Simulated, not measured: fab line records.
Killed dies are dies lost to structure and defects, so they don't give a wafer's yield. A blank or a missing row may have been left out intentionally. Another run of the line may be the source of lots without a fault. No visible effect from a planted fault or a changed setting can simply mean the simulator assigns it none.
The tool behind it: which one? :: flow gf180mcu :: 11 lots, 33 wafers sampled, at 6 steps of a route of 602

== WHAT THE GAUGES READ, wafer by wafer ==
GF_NWELL_TW_MEAS_11. Usual: NWELL_TW gives 1579 (standard deviation 13).
lot: L148
measured: day 3 08:41
on: film-metro-02
NWELL_TW: 1561 1566 1566
flag: 

lot: L150
measured: day 3 18:58
on: film-metro-04
NWELL_TW: 1590 1599 1597
flag: 

lot: L151
measured: day 4 00:50
on: film-metro-01
NWELL_TW: 1568 1574 1585
flag: 

lot: L153
measured: day 4 15:35
on: film-metro-01
NWELL_TW: 1565 1573 1565
flag: 

lot: L156
measured: day 5 06:18
on: film-metro-01
NWELL_TW: 1585 1583 1587
flag: 

lot: L157
measured: day 5 12:35
on: film-metro-01
NWELL_TW: 1576 1579 1570
flag: 

lot: L158
measured: day 5 15:44
on: film-metro-04
NWELL_TW: 1604 1605 1598
flag: 

lot: L166
measured: day 7 11:00
on: film-metro-02
NWELL_TW: 1577 1582 1578
flag: 

lot: L167
measured: day 7 16:13
on: film-metro-02
NWELL_TW: 1568 1561 1564
flag: 

lot: L170
measured: day 8 07:36
on: film-metro-02
NWELL_TW: 1571 1561 1565
flag: 

lot: L171
measured: day 8 22:11
on: film-metro-02
NWELL_TW: 1557 1564 1564
flag: 

GF_VT_IMPLANT_OVL_MEAS_07. Usual: VT_IMPLANT_OVL gives 0.6 nm (standard deviation 1.8).
lot: L148
measured: day 5 16:23
on: overlay-01
VT_IMPLANT_OVL (nm): -1.5 -2.4 0.1
flag: 

lot: L150
measured: day 6 02:28
on: overlay-01
VT_IMPLANT_OVL (nm): 0.6 -1.9 -1.6
flag: 

lot: L151
measured: day 6 09:41
on: overlay-01
VT_IMPLANT_OVL (nm): -0.8 -2.5 -2.2
flag: 

lot: L153
measured: day 7 02:56
on: overlay-02
VT_IMPLANT_OVL (nm): 4.8 4.2 3.9
flag: 

lot: L156
measured: day 7 18:23
on: overlay-01
VT_IMPLANT_OVL (nm): -1.4 1.4 0.6
flag: 

lot: L157
measured: day 8 02:16
on: overlay-02
VT_IMPLANT_OVL (nm): -1.0 1.3 1.8
flag: 

lot: L158
measured: day 8 05:21
on: overlay-01
VT_IMPLANT_OVL (nm): 1.3 2.8 1.3
flag: 

lot: L166
measured: day 10 07:59
on: overlay-01
VT_IMPLANT_OVL (nm): - - -
flag: OFF

lot: L167
measured: day 10 15:17
on: overlay-02
VT_IMPLANT_OVL (nm): 2.7 -0.7 0.8
flag: 

lot: L170
measured: day 11 06:29
on: overlay-02
VT_IMPLANT_OVL (nm): -0.4 0.9 0.5
flag: 

lot: L171
measured: day 11 23:39
on: overlay-02
VT_IMPLANT_OVL (nm): 0.5 2.4 2.8
flag: 

GF_VT_IMPLANT_TW_MEAS_10. Usual: VT_IMPLANT_TW gives 565 (standard deviation 4).
lot: L148
measured: day 5 16:41
on: film-metro-03
VT_IMPLANT_TW: 571 571 571
flag: 

lot: L150
measured: day 6 02:45
on: film-metro-02
VT_IMPLANT_TW: 561 561 563
flag: 

lot: L151
measured: day 6 09:59
on: film-metro-02
VT_IMPLANT_TW: 564 564 563
flag: 

lot: L153
measured: day 7 03:13
on: film-metro-02
VT_IMPLANT_TW: 562 560 563
flag: 

lot: L156
measured: day 7 18:41
on: film-metro-03
VT_IMPLANT_TW: 570 572 571
flag: 

lot: L157
measured: day 8 02:33
on: film-metro-03
VT_IMPLANT_TW: 569 567 568
flag: 

lot: L158
measured: day 8 05:38
on: film-metro-03
VT_IMPLANT_TW: 570 568 571
flag: 

lot: L166
measured: day 10 08:17
on: film-metro-02
VT_IMPLANT_TW: 30 30 30 30 30 30
flag: OFF

lot: L167
measured: day 10 15:34
on: film-metro-01
VT_IMPLANT_TW: 561 558 564
flag: 

lot: L170
measured: day 11 06:46
on: film-metro-01
VT_IMPLANT_TW: 564 561 568
flag: 

lot: L171
measured: day 11 23:57
on: film-metro-01
VT_IMPLANT_TW: 565 566 567
flag: 

== WHAT TOOL EACH LOT RAN ON (gives the tool, then ch and the chambers of the sampled wafers, and finally the start) ==
lot: L148
GF_STI_ETCH_14: rie-si-02 ch 0,1,3, day 2 02:26
GF_STI_STRIP_15: plasma-asher-02 ch 0,1, day 2 02:30
GF_VT_IMPLANT_EXPOSE_04: iline-stepper-01 ch 0, day 5 09:35

lot: L150
GF_STI_ETCH_14: rie-si-01 ch 1,2,3, day 2 12:44
GF_STI_STRIP_15: plasma-asher-03 ch 0,1, day 2 12:50
GF_VT_IMPLANT_EXPOSE_04: iline-stepper-01 ch 0, day 5 19:19

lot: L151
GF_STI_ETCH_14: rie-si-01 ch 2,3, day 2 16:50
GF_STI_STRIP_15: plasma-asher-03 ch 0,1, day 2 16:54
GF_VT_IMPLANT_EXPOSE_04: iline-stepper-02 ch 0, day 6 02:25

lot: L153
GF_STI_ETCH_14: rie-si-02 ch 1,2, day 3 03:41
GF_STI_STRIP_15: plasma-asher-02 ch 0,1, day 3 03:45
GF_VT_IMPLANT_EXPOSE_04: iline-stepper-02 ch 0, day 6 19:08

lot: L156
GF_STI_ETCH_14: rie-si-02 ch 1,2,3, day 3 22:08
GF_STI_STRIP_15: plasma-asher-03 ch 0,1, day 3 22:15
GF_VT_IMPLANT_EXPOSE_04: iline-stepper-02 ch 0, day 7 10:14

lot: L157
GF_STI_ETCH_14: rie-si-01 ch 0,1,3, day 4 01:23
GF_STI_STRIP_15: plasma-asher-02 ch 0,1, day 4 01:29
GF_VT_IMPLANT_EXPOSE_04: iline-stepper-01 ch 0, day 7 18:19

lot: L158
GF_STI_ETCH_14: rie-si-02 ch 0,2,3, day 4 06:05
GF_STI_STRIP_15: plasma-asher-02 ch 0,1, day 4 06:09
GF_VT_IMPLANT_EXPOSE_04: iline-stepper-02 ch 0, day 7 21:19

lot: L166
GF_STI_ETCH_14: rie-si-01 ch 2,3, day 5 23:56
GF_STI_STRIP_15: plasma-asher-02 ch 0,1, day 6 00:03
GF_VT_IMPLANT_EXPOSE_04: iline-stepper-01 ch 0, day 9 23:32

lot: L167
GF_STI_ETCH_14: rie-si-02 ch 0,1,3, day 6 03:04
GF_STI_STRIP_15: plasma-asher-02 ch 0,1, day 6 03:09
GF_VT_IMPLANT_EXPOSE_04: iline-stepper-01 ch 0, day 10 06:08

lot: L170
GF_STI_ETCH_14: rie-si-01 ch 0,2, day 6 18:16
GF_STI_STRIP_15: plasma-asher-03 ch 0,1, day 6 18:21
GF_VT_IMPLANT_EXPOSE_04: iline-stepper-02 ch 0, day 10 21:22

lot: L171
GF_STI_ETCH_14: rie-si-02 ch 0,1, day 7 04:01
GF_STI_STRIP_15: plasma-asher-03 ch 0,1, day 7 04:08
GF_VT_IMPLANT_EXPOSE_04: iline-stepper-01 ch 0, day 11 14:11
- GF_STI_ETCH_14: etches Si in HBr/Cl2/O2, target depth 360 nm, time 102.9 s.
- GF_STI_STRIP_15: strips in O2/N2.
- GF_VT_IMPLANT_EXPOSE_04: exposes mask LVPWELL LV AREA, target cd 600 nm.

== AS READ BY THE TOOLS THEMSELVES (means over the sampled wafers that have a number; for cases with no such wafer, the mark the record gives instead) ==
GF_STI_ETCH_14. Usual: bias-w 150.0 W, standard deviation 0.48; drypump-motor-current-A 5.8 A, standard deviation 0.51; mfc-cl2-sccm 40.00 sccm, standard deviation 0.13; oes-product-au 1.001 a.u., standard deviation 0.0084; throttle-valve-pct 25.657 %, standard deviation 0.0095.
lot: L148
tool: rie-si-02
bias-w (W): 149.7
drypump-motor-current-A (A): 6.1
mfc-cl2-sccm (sccm): 40.03
oes-product-au (a.u.): 0.996
throttle-valve-pct (%): 25.653
flag: 

lot: L150
tool: rie-si-01
bias-w (W): 150.1
drypump-motor-current-A (A): 5.3
mfc-cl2-sccm (sccm): 39.97
oes-product-au (a.u.): 1.007
throttle-valve-pct (%): 25.649
flag: 

lot: L151
tool: rie-si-01
bias-w (W): 149.8
drypump-motor-current-A (A): 5.3
mfc-cl2-sccm (sccm): 40.06
oes-product-au (a.u.): 1.001
throttle-valve-pct (%): 25.662
flag: 

lot: L153
tool: rie-si-02
bias-w (W): 150.1
drypump-motor-current-A (A): 6.3
mfc-cl2-sccm (sccm): 39.97
oes-product-au (a.u.): 1.006
throttle-valve-pct (%): 25.649
flag: 

lot: L156
tool: rie-si-02
bias-w (W): 149.6
drypump-motor-current-A (A): 6.0
mfc-cl2-sccm (sccm): 40.01
oes-product-au (a.u.): 1.006
throttle-valve-pct (%): 25.655
flag: 

lot: L157
tool: rie-si-01
bias-w (W): 149.9
drypump-motor-current-A (A): 5.7
mfc-cl2-sccm (sccm): 40.02
oes-product-au (a.u.): 0.992
throttle-valve-pct (%): 25.659
flag: 

lot: L158
tool: rie-si-02
bias-w (W): 150.1
drypump-motor-current-A (A): 5.9
mfc-cl2-sccm (sccm): 39.94
oes-product-au (a.u.): 1.003
throttle-valve-pct (%): 25.655
flag: 

lot: L166
tool: rie-si-01
bias-w (W): 150.2
drypump-motor-current-A (A): 5.3
mfc-cl2-sccm (sccm): 39.94
oes-product-au (a.u.): 1.003
throttle-valve-pct (%): 25.656
flag: 

lot: L167
tool: rie-si-02
bias-w (W): 150.0
drypump-motor-current-A (A): 6.1
mfc-cl2-sccm (sccm): 40.06
oes-product-au (a.u.): 1.012
throttle-valve-pct (%): 25.646
flag: 

lot: L170
tool: rie-si-01
bias-w (W): 150.1
drypump-motor-current-A (A): 5.9
mfc-cl2-sccm (sccm): 40.14
oes-product-au (a.u.): 1.001
throttle-valve-pct (%): 25.658
flag: 

lot: L171
tool: rie-si-02
bias-w (W): 150.1
drypump-motor-current-A (A): 6.4
mfc-cl2-sccm (sccm): 40.05
oes-product-au (a.u.): 1.002
throttle-valve-pct (%): 25.655
flag: 

GF_STI_STRIP_15. Usual: drypump-motor-current-A 5.9 A, standard deviation 0.42; heater-power-w 343 W, standard deviation 21; n2-flow-sccm 299.9 sccm, standard deviation 0.93; oes-product-au 0.385 a.u., standard deviation 0.0047; strip-time-to-endpoint-s 3.75 s, standard deviation 0.042.
lot: L148
tool: plasma-asher-02
drypump-motor-current-A (A): 5.9
heater-power-w (W): 338
n2-flow-sccm (sccm): 299.7
oes-product-au (a.u.): 0.381
strip-time-to-endpoint-s (s): 3.73
flag: 

lot: L150
tool: plasma-asher-03
drypump-motor-current-A (A): 6.3
heater-power-w (W): 338
n2-flow-sccm (sccm): 300.5
oes-product-au (a.u.): 0.385
strip-time-to-endpoint-s (s): 3.74
flag: 

lot: L151
tool: plasma-asher-03
drypump-motor-current-A (A): 6.3
heater-power-w (W): 329
n2-flow-sccm (sccm): 300.1
oes-product-au (a.u.): 0.388
strip-time-to-endpoint-s (s): 3.75
flag: 

lot: L153
tool: plasma-asher-02
drypump-motor-current-A (A): 5.9
heater-power-w (W): 341
n2-flow-sccm (sccm): 299.4
oes-product-au (a.u.): 0.384
strip-time-to-endpoint-s (s): 3.70
flag: 

lot: L156
tool: plasma-asher-03
drypump-motor-current-A (A): 6.0
heater-power-w (W): 336
n2-flow-sccm (sccm): 299.2
oes-product-au (a.u.): 0.386
strip-time-to-endpoint-s (s): 3.77
flag: 

lot: L157
tool: plasma-asher-02
drypump-motor-current-A (A): 5.6
heater-power-w (W): 358
n2-flow-sccm (sccm): 300.9
oes-product-au (a.u.): 0.388
strip-time-to-endpoint-s (s): 3.76
flag: 

lot: L158
tool: plasma-asher-02
drypump-motor-current-A (A): 5.9
heater-power-w (W): 346
n2-flow-sccm (sccm): 299.7
oes-product-au (a.u.): 0.385
strip-time-to-endpoint-s (s): 3.81
flag: 

lot: L166
tool: plasma-asher-02
drypump-motor-current-A (A): 5.9
heater-power-w (W): 340
n2-flow-sccm (sccm): 299.5
oes-product-au (a.u.): 0.381
strip-time-to-endpoint-s (s): 3.70
flag: 

lot: L167
tool: plasma-asher-02
drypump-motor-current-A (A): 5.6
heater-power-w (W): 358
n2-flow-sccm (sccm): 299.8
oes-product-au (a.u.): 0.388
strip-time-to-endpoint-s (s): 3.72
flag: 

lot: L170
tool: plasma-asher-03
drypump-motor-current-A (A): 6.0
heater-power-w (W): 332
n2-flow-sccm (sccm): 299.3
oes-product-au (a.u.): 0.379
strip-time-to-endpoint-s (s): 3.76
flag: 

lot: L171
tool: plasma-asher-03
drypump-motor-current-A (A): 6.3
heater-power-w (W): 332
n2-flow-sccm (sccm): 299.7
oes-product-au (a.u.): 0.384
strip-time-to-endpoint-s (s): 3.73
flag: 

GF_VT_IMPLANT_EXPOSE_04. Usual: reticle-temp-C at 23.01 C, with a standard deviation of 0.13.
lot: L148
tool: iline-stepper-01
reticle-temp-C (C): 23.02
flag: 

lot: L150
tool: iline-stepper-01
reticle-temp-C (C): 22.73
flag: 

lot: L151
tool: iline-stepper-02
reticle-temp-C (C): 22.99
flag: 

lot: L153
tool: iline-stepper-02
reticle-temp-C (C): 23.01
flag: 

lot: L156
tool: iline-stepper-02
reticle-temp-C (C): 23.09
flag: 

lot: L157
tool: iline-stepper-01
reticle-temp-C (C): 23.09
flag: 

lot: L158
tool: iline-stepper-02
reticle-temp-C (C): 23.03
flag: 

lot: L166
tool: iline-stepper-01
reticle-temp-C (C): 22.97
flag: 

lot: L167
tool: iline-stepper-01
reticle-temp-C (C): 23.09
flag: 

lot: L170
tool: iline-stepper-02
reticle-temp-C (C): 22.98
flag: 

lot: L171
tool: iline-stepper-01
reticle-temp-C (C): 22.80
flag: 

== THE ANSWER, worked out from the rows above alone ==
Rule: a lot counts as off when the mean over its wafers that have a number is more than 3 standard deviations away from the usual mean. Also off: a lot with no number at a reading for which 4 or more lots have one. The other lots that the step has rows for count as sound. The gauges are gone through in route order, then the tools' own readings, and for those a lot's mean is taken as printed above. The first step at which some lot is off is used, and at that step the reading that is off furthest; a lot without a number counts as furthest.
Off: at GF_VT_IMPLANT_OVL_MEAS_07 (VT_IMPLANT_OVL), L166. Without a number there: L166.
A tool fits if, at a process step before that reading, it ran every lot that is off, and no sound lot after the first of them. Not tried: the gauges at GF_VT_IMPLANT_OVL_MEAS_07; whatever is off there is also off at GF_VT_IMPLANT_TW_MEAS_10, on other tools, and gauge error can't account for it. Of those tried, none fits.

== WHAT THE SIMULATOR HAD PUT IN ==
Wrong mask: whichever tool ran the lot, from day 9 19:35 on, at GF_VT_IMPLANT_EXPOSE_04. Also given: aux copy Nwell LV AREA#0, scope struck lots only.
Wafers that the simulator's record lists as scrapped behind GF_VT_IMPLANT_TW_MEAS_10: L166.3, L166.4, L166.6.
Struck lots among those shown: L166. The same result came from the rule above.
